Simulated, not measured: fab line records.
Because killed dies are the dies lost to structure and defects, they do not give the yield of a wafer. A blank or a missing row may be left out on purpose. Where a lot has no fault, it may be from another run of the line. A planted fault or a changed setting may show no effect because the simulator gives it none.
Struck lot and sound lot, side by side / flow sky130 / 34 out of 708 route steps
Sound: the wafers L973.1, L973.3, L973.5. Struck: wafer L980.3 (L980.1, L980.5, from the same lot, were not struck and are left out); the cause is given at the end.
For every step that has rows: the tool of each side, followed by ch and its chambers, followed by its first start. Under that, the readings that differ: sound wafers / struck wafers / difference of the means / sigmas: that difference in standard deviations of wafers without a fault.
alike: words and numbers the same on both sides, and readings whose means are apart by under 2 such deviations; not compared: readings that were withheld, readings missing a value for some wafer, numbers with overlapping values and no deviation given by the record, and bounds like >300 which may hide the same value.
The two part at a step that has a row with sigmas, a row that says differs or no value, or rows on one side only. Numbers that have no deviation but don't overlap get no sigmas and don't part them. A reading missing from all wafers of one side parts the sides only when that side holds two or more wafers.

first, 6 steps without rows for these wafers: SKY_METAL5_HMDS_08 (prime time 60 s); SKY_METAL5_COAT_09 (resist thk 1800 nm); SKY_METAL5_SOFTBAKE_10 (time 60 s); SKY_METAL5_EXPOSE_11 (exposes mask MM5, target cd 1600 nm); SKY_METAL5_PEB_12; SKY_METAL5_DEVELOP_13 (develop time 60 s).
SKY_METAL5_DESCUM_14: chemistry O2, time 11 s.
  sound on rie-metal-03 ch 0,1, day 44 17:10; struck on rie-metal-04 ch 1, day 46 12:22
reading=drypump-motor-current-A (A); sound=5.6 5.6 5.4; struck=6.6; difference=+1.1; sigmas=+3
  alike: chamber-pressure-mTorr, oes-product-au
  not compared: rf-hours-counter-h
SKY_METAL5_METAL_ETCH_15: etches the open film in Cl2/BCl3, stops on SiO2, target depth 1260 nm, time 252 s.
  sound on rie-metal-03 ch 0,1, day 44 17:12; struck on rie-metal-04 ch 1, day 46 12:24
reading=drypump-motor-current-A (A); sound=5.6 5.6 5.4; struck=6.5; difference=+1.0; sigmas=+2
  alike: chamber-pressure-mTorr, oes-product-au, throttle-valve-pct
  not compared: rf-hours-counter-h
SKY_METAL5_STRIP_16: strips in O2/N2.
  sound on plasma-asher-04 ch 0,1, day 44 17:26; struck on plasma-asher-04 ch 1, day 46 12:38
  alike: chamber-pressure-mTorr, drypump-motor-current-A, oes-product-au, strip-time-to-endpoint-s
  not compared: rf-hours-counter-h
then, 3 steps without rows for these wafers: SKY_METAL5_STRIP_17 (strips in post etch residue remover, time 1200 s); SKY_METAL5_CLEAN_18 (cleans in IPA, time 180 s); SKY_METAL5_CLEAN_19 (cleans in O3/DIW).
SKY_PASSIVATION_CVD_00: deposits SiO2, target thk 90 nm.
  sound on pecvd-02 ch 0,1, day 44 18:02; struck on pecvd-02 ch 0, day 46 13:21
reading=model.SiO2_of_PASSIVATION_CVD_00.thk-nm (nm); sound=91.1 92.82 92.88; struck=118.8; difference=+26.5; sigmas=
  alike: heater-power-w
SKY_PASSIVATION_THK_MEAS_01:
  sound on film-metro-01, day 44 18:10; struck on film-metro-01, day 46 13:43
reading=PASSIVATION_CVD_00_THK (nm); sound=91.1 92.8 92.9; struck=118.8; difference=+26.5; sigmas=+24
  not compared: hold
SKY_PASSIVATION_THK_MEAS_03:
  sound on film-metro-01, day 44 18:28; struck on film-metro-01, day 46 15:41
  alike: PASSIVATION_CVD_02_THK
then, 7 steps without rows for these wafers: SKY_PASSIVATION_DEHYDRATE_04 (time 60 s); SKY_PASSIVATION_HMDS_05 (prime time 60 s); SKY_PASSIVATION_COAT_06 (resist thk 3000 nm); SKY_PASSIVATION_SOFTBAKE_07; SKY_PASSIVATION_EXPOSE_08 (exposes mask NSM, target cd 3000 nm); SKY_PASSIVATION_PEB_09; SKY_PASSIVATION_DEVELOP_10 (develop time 60 s).
SKY_PASSIVATION_ETCH_11: etches the open film in CF4/O2, stops on AlCu, target depth 725 nm, time 161.1 s.
  sound on rie-diel-01 ch 2,3, day 45 15:32; struck on rie-diel-02 ch 2, day 47 09:52
reading=chamber-pressure-mTorr (mTorr); sound=149.76 150.08 149.78; struck=150.19; difference=+0.32; sigmas=+2
reading=oes-product-au (a.u.); sound=0.979 0.975 0.964; struck=1.002; difference=+0.029; sigmas=+4
reading=model.PASSIVATION.feature-depth-nm (nm); sound=702.4 701.7 710; struck=726; difference=+21; sigmas=
reading=model.etch.depth-nm (nm); sound=702.4 701.7 710; struck=726; difference=+21; sigmas=
  alike: drypump-motor-current-A, throttle-valve-pct
  not compared: rf-hours-counter-h
SKY_PASSIVATION_STRIP_12: strips in O2/N2.
  sound on plasma-asher-03 ch 0,1, day 45 15:38; struck on plasma-asher-04 ch 1, day 47 09:58
reading=chamber-pressure-mTorr (mTorr); sound=1499.3 1500.7 1499.4; struck=1496.5; difference=-3.3; sigmas=-2
  alike: drypump-motor-current-A, oes-product-au, strip-time-to-endpoint-s
  not compared: rf-hours-counter-h
then, 7 steps without rows for these wafers: SKY_PAD_OPEN_DEHYDRATE_00 (time 60 s); SKY_PAD_OPEN_HMDS_01 (prime time 60 s); SKY_PAD_OPEN_COAT_02 (resist thk 3000 nm); SKY_PAD_OPEN_SOFTBAKE_03; SKY_PAD_OPEN_EXPOSE_04 (exposes mask PDM, target cd 60000 nm); SKY_PAD_OPEN_PEB_05; SKY_PAD_OPEN_DEVELOP_06 (develop time 60 s).
SKY_PAD_OPEN_ETCH_07: etches the open film in CF4/O2, stops on AlCu, target depth 725 nm, time 161.1 s.
  sound on rie-diel-04 ch 2,3, day 46 12:19; struck on rie-diel-04 ch 2, day 48 05:13
reading=model.PAD_OPEN.feature-depth-nm (nm); sound=702.4 701.7 710; struck=722.4; difference=+17.7; sigmas=
reading=model.etch.depth-nm (nm); sound=702.4 701.7 710; struck=722.4; difference=+17.7; sigmas=
  alike: chamber-pressure-mTorr, drypump-motor-current-A, oes-product-au, throttle-valve-pct
  not compared: rf-hours-counter-h
SKY_PAD_OPEN_STRIP_08: strips in O2/N2.
  sound on plasma-asher-03 ch 0,1, day 46 12:25; struck on plasma-asher-01 ch 1, day 48 05:19
  alike: chamber-pressure-mTorr, drypump-motor-current-A, oes-product-au, strip-time-to-endpoint-s
  not compared: rf-hours-counter-h
SKY_PAD_OPEN_PROBE_99:
  sound on prober-02, day 46 14:38; struck on prober-01, day 48 07:38
reading=defect-limited-yield (%); sound=80.1 82.5 80.5; struck=86.2; difference=+5.2; sigmas=+3
reading=killed_at_M0_to_M3; sound=53 42 48; struck=34; difference=-14; sigmas=-2
reading=killed-at-contacts; sound=21 33 35; struck=17; difference=-13; sigmas=-2
reading=killed-dies; sound=98 86 96; struck=68; difference=-25; sigmas=-3
reading=killed-short; sound=45 38 47; struck=29; difference=-14; sigmas=-2
reading=sort_bin_6_memory (%); sound=6.5 6.1 7.3; struck=3.5; difference=-3.1; sigmas=-3
reading=sort-n-pass; sound=394 406 396; struck=424; difference=+25; sigmas=+3
reading=sort-yield-pct (%); sound=80.1 82.5 80.5; struck=86.2; difference=+5.2; sigmas=+3
  alike: killed_at_M4_up, killed-at-front-end, killed-at-other, killed-open, sort_bin_3_pad_short, sort_bin_5_function

== WHERE THEY PART ==
Earliest at SKY_METAL5_DESCUM_14; latest, in this record, at SKY_PAD_OPEN_PROBE_99.

WHY: what had been put in by the simulator
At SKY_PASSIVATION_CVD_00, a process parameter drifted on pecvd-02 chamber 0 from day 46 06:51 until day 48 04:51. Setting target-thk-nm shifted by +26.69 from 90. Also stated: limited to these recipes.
